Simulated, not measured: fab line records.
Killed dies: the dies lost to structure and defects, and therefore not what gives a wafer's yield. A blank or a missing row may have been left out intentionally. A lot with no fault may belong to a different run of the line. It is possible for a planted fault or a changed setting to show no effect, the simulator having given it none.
Which tool was responsible? ; flow sky130 ; 12 lots, 36 wafers sampled, at 4 steps of a route of 708

## WHAT EACH GAUGE READ, for each wafer
SKY_VIA2_RS_MEAS_22: the measuring method here is four-point-probe.
lot;measured;on;VIA2_W_RS (ohm/sq)
L881;day 38 03:59;filmMetro-02;0.272 0.271 0.272
L880;day 38 04:41;filmMetro-03;0.273 0.274 0.273
L879;day 38 04:54;filmMetro-03;0.267 0.272 0.276
L886;day 38 06:11;filmMetro-03;0.269 0.273 0.268
L888;day 39 03:30;filmMetro-02;0.270 0.276 0.273
L890;day 40 07:26;filmMetro-03;0.273 0.272 0.277
L891;day 40 12:40;filmMetro-02;0.277 0.272 0.280
L893;day 41 09:05;filmMetro-03;0.274 0.274 0.276
L900;day 42 15:48;filmMetro-02;0.275 0.278 0.279
L901;day 42 16:06;filmMetro-03;0.274 0.276 0.272
L899;day 42 16:56;filmMetro-02;0.272 0.275 0.274
L902;day 42 17:54;filmMetro-03;0.274 0.272 0.272

SKY_VIA3_RS_MEAS_22: the measuring method here is four-point-probe.
lot;measured;on;VIA3_W_RS (ohm/sq)
L881;day 41 09:46;filmMetro-04;0.2909 0.2897 0.2900
L880;day 41 10:54;filmMetro-01;0.2918 0.2942 0.2922
L879;day 41 11:52;filmMetro-01;0.2971 0.2971 0.2933
L886;day 41 13:18;filmMetro-03;0.2969 0.2975 0.2949
L888;day 42 08:25;filmMetro-04;0.2941 0.2991 0.2964
L890;day 43 11:15;filmMetro-04;0.2927 0.2940 0.2970
L891;day 43 16:19;filmMetro-03;0.2940 0.2981 0.2927
L893;day 44 11:17;filmMetro-03;0.2934 0.2928 0.2922
L900;day 45 14:55;filmMetro-03;0.2934 0.2925 0.2907
L901;day 45 15:32;filmMetro-01;0.2971 0.2943 0.2946
L899;day 45 18:07;filmMetro-03;0.2881 0.2908 0.2905
L902;day 45 18:02;filmMetro-04;0.2920 0.2910 0.2923

## EACH LOT AND THE TOOL THAT RAN IT (in order: tool; ch and the chambers of the sampled wafers; start)
lot;SKY_METAL1_METAL_ETCH_19;SKY_VIA2_ETCH_14
L881;rieMetal-02 ch 0,1, day 34 01:17;rieDiel-03 ch 0,2, day 38 02:59
L880;rieMetal-03 ch 0,1, day 34 02:46;rieDiel-03 ch 0,2, day 38 03:44
L879;rieMetal-02 ch 0, day 34 03:46;rieDiel-02 ch 1,3, day 38 03:58
L886;rieMetal-03 ch 0,1, day 34 19:52;rieDiel-02 ch 0,2,3, day 38 05:10
L888;rieMetal-03 ch 1, day 35 18:02;rieDiel-02 ch 0,2, day 39 02:34
L890;rieMetal-03 ch 0,1, day 36 22:25;rieDiel-03 ch 0,1,3, day 40 06:29
L891;rieMetal-02 ch 0,1, day 37 02:58;rieDiel-01 ch 0,3, day 40 11:43
L893;rieMetal-02 ch 1, day 38 00:43;rieDiel-03 ch 0,1, day 41 08:11
L900;rieMetal-03 ch 0,1, day 39 08:23;rieDiel-01 ch 2,3, day 42 14:52
L901;rieMetal-02 ch 0,1, day 39 09:28;rieDiel-02 ch 2,3, day 42 15:11
L899;rieMetal-03 ch 0,1, day 39 10:08;rieDiel-01 ch 0,2, day 42 16:01
L902;rieMetal-02 ch 1, day 39 11:40;rieDiel-01 ch 0,2,3, day 42 16:59
- SKY_METAL1_METAL_ETCH_19: etches the open film in Cl2/BCl3, stops on SiO2, target depth 360 nm, time 78 s.
- SKY_VIA2_ETCH_14: etches BARC in N2/H2, stops on SiO2, time 45.9 s, target depth 60 nm.

## WHAT THE TOOLS THEMSELVES READ (means of the sampled wafers that have a number; where no wafer has one, the mark that the record gives instead)
SKY_METAL1_METAL_ETCH_19.
lot;tool;drypumpMotorCurrentA (A);oesProductAu (a.u.);throttleValvePct (%)
L881;rieMetal-02;5.99;0.858;22.266
L880;rieMetal-03;5.66;0.861;22.264
L879;rieMetal-02;5.87;0.852;22.267
L886;rieMetal-03;5.66;0.857;22.266
L888;rieMetal-03;5.97;0.861;22.261
L890;rieMetal-03;5.67;0.855;22.259
L891;rieMetal-02;6.00;0.853;22.253
L893;rieMetal-02;6.08;0.858;22.266
L900;rieMetal-03;5.66;0.853;22.257
L901;rieMetal-02;5.93;0.858;22.266
L899;rieMetal-03;5.66;0.862;22.266
L902;rieMetal-02;6.07;0.859;22.268

SKY_VIA2_ETCH_14.
lot;tool;drypumpMotorCurrentA (A);h2FlowSccm (sccm);oesProductAu (a.u.);throttleValvePct (%)
L881;rieDiel-03;5.5;199.9;0.862;13.225
L880;rieDiel-03;5.6;199.6;0.856;13.218
L879;rieDiel-02;6.6;200.1;0.857;13.231
L886;rieDiel-02;5.8;199.9;0.849;13.222
L888;rieDiel-02;5.3;199.9;0.849;13.229
L890;rieDiel-03;5.7;199.8;0.855;13.227
L891;rieDiel-01;6.1;199.5;0.859;13.218
L893;rieDiel-03;5.6;199.9;0.854;13.223
L900;rieDiel-01;5.8;199.7;0.858;13.215
L901;rieDiel-02;5.8;199.9;0.856;13.235
L899;rieDiel-01;6.1;200.3;0.854;13.220
L902;rieDiel-01;5.9;199.8;0.851;13.218

## THE ANSWER, worked out from the rows above alone
Rule: usual is defined by the lots themselves. The widest of any qualifying gaps counts: lots, ordered by their means at a reading, are off when they make up no more than a third of the lots, leave a main group of 4 or more, and stand apart from it by 3 or more times the standard deviation of that group's means. Not used: any main group whose means are identical at the precision the tables above print for the reading. Also off: a lot with no number at a reading for which 4 or more lots have one. All remaining lots with rows at the step are treated as sound. After the gauges, taken in route order, come the tools' own readings; for these a lot's mean is taken, as printed above. The first step at which some lot is off is used, and at that step the reading that is off furthest; a lot without a number counts as furthest.
None of the lots is off at any reading shown; this tells nothing.

## WHAT THE SIMULATOR PUT IN
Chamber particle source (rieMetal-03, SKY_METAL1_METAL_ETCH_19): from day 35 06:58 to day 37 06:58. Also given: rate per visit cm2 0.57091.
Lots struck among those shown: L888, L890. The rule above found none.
